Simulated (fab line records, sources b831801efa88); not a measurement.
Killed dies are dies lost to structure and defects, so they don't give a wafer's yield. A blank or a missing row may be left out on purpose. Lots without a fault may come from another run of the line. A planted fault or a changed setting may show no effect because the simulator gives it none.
A struck lot beside a sound one | flow sky130 | 15 steps out of a route of 708
Sound: wafers L268.2, L268.3, L268.5. Struck: wafers L261.2, L261.5, L261.6. The cause comes at the end.
At each step with rows: each side's tool, then ch and its chambers, then its first start. Under that, the readings that differ: sound wafers | struck wafers | difference of the means | sigmas: that difference in standard deviations of wafers without a fault.
alike: readings whose means differ by less than 2 such deviations, and words and numbers that are the same on both sides. not compared: withheld readings, readings that some wafer has no value for, bounds like >300 that may hide the same value, and numbers for which the record gives no deviation and whose values overlap.
The two part at a step that has a row with sigmas, a row that says differs or no value, or rows on one side only. Numbers that don't overlap but have no deviation are shown without sigmas and don't part them. A reading that every wafer of one side lacks parts them only if that side has two wafers or more.

SKY_SONOS_ONO_THK_MEAS_05:
  sound on film_metro-02, day 18 18:06; struck on film_metro-03, day 16 13:42
  alike: SONOS_ONO_CVD_04_THK
then, 7 steps without rows for these wafers: SKY_SONOS_ONO_DEHYDRATE_06 (time 60 s); SKY_SONOS_ONO_HMDS_07 (prime time 60 s); SKY_SONOS_ONO_COAT_08 (resist thk 1140 nm); SKY_SONOS_ONO_SOFTBAKE_09 (time 60 s); SKY_SONOS_ONO_EXPOSE_10 (exposes mask ONOM, target cd 410 nm); SKY_SONOS_ONO_PEB_11; SKY_SONOS_ONO_DEVELOP_12 (develop time 60 s).
SKY_SONOS_ONO_CD_MEAS_13: target cd 410 nm.
  sound on cd_sem-02, day 20 00:04; struck on cd_sem-01, day 17 16:34
  alike: cd_nm
SKY_SONOS_ONO_OVL_MEAS_14:
  sound on overlay-02, day 20 00:10; struck on overlay-01, day 17 16:40
  alike: SONOS_ONO_OVL
SKY_SONOS_ONO_ETCH_15: etches the open film in CHF3/O2, target depth 19.52 nm, time 7.8 s.
  sound on rie_diel-02 ch 0,2, day 20 00:12; struck on rie_diel-04 ch 0,1, day 17 16:42
  alike: chf3_flow_sccm, drypump_motor_current_A, oes_product_au, throttle_valve_pct
  not compared: rf_hours_counter_h
then, 1 step without rows for these wafers: SKY_SONOS_ONO_WET_ETCH_16 (etches SiO2 in dHF, target depth 14 nm, time 280 s).
SKY_SONOS_ONO_STRIP_17: strips in O2/N2.
  sound on plasma_asher-04 ch 0,1, day 20 00:23; struck on plasma_asher-03 ch 0,1, day 17 16:49
  no value came back on the struck wafers for chamber_pressure_mTorr (mTorr), drypump_motor_current_A (A), oes_product_au (a.u.), strip_time_to_endpoint_s (s); on the sound wafers chamber_pressure_mTorr (mTorr) reads 1502.6 1498.6 1498.5
  reading                                        | sound | struck         | difference | sigmas
  model.NOVOLAK_of_SONOS_ONO_COAT_08.thk_nm (nm) | 0 0 0 | 1127 1126 1125 | +1126      |
  not compared: rf_hours_counter_h
then, 1 step without rows for these wafers: SKY_SONOS_ONO_WET_ETCH_18 (etches Si3N4 in H3PO4, target depth 15 nm, time 172 s).
-- the record jumps here: 32 days lie between the struck wafers' starts before and after (it left off in module SONOS_ONO and takes up again in module PAD_OPEN, whose first step shown is number 708 of the route) --
SKY_PAD_OPEN_PROBE_99:
  sound on prober-02, day 50 14:34; struck on prober-01, day 49 14:07
  reading             | sound    | struck      | difference | sigmas
  killed_at_front_end | 19 16 17 | 416 416 431 | +404       | +90
  killed_dies         | 88 91 77 | 492 492 492 | +407       | +43
  killed_on_rim       | 20 17 12 | 96 96 96    | +80        | +19
  alike: killed_at_M0_to_M3, killed_at_M4_up, killed_at_contacts, killed_at_other, killed_open, killed_short

WHERE THEY PART
First at SKY_SONOS_ONO_STRIP_17; last, within this record, at SKY_PAD_OPEN_PROBE_99.

WHY: what the simulator had put in
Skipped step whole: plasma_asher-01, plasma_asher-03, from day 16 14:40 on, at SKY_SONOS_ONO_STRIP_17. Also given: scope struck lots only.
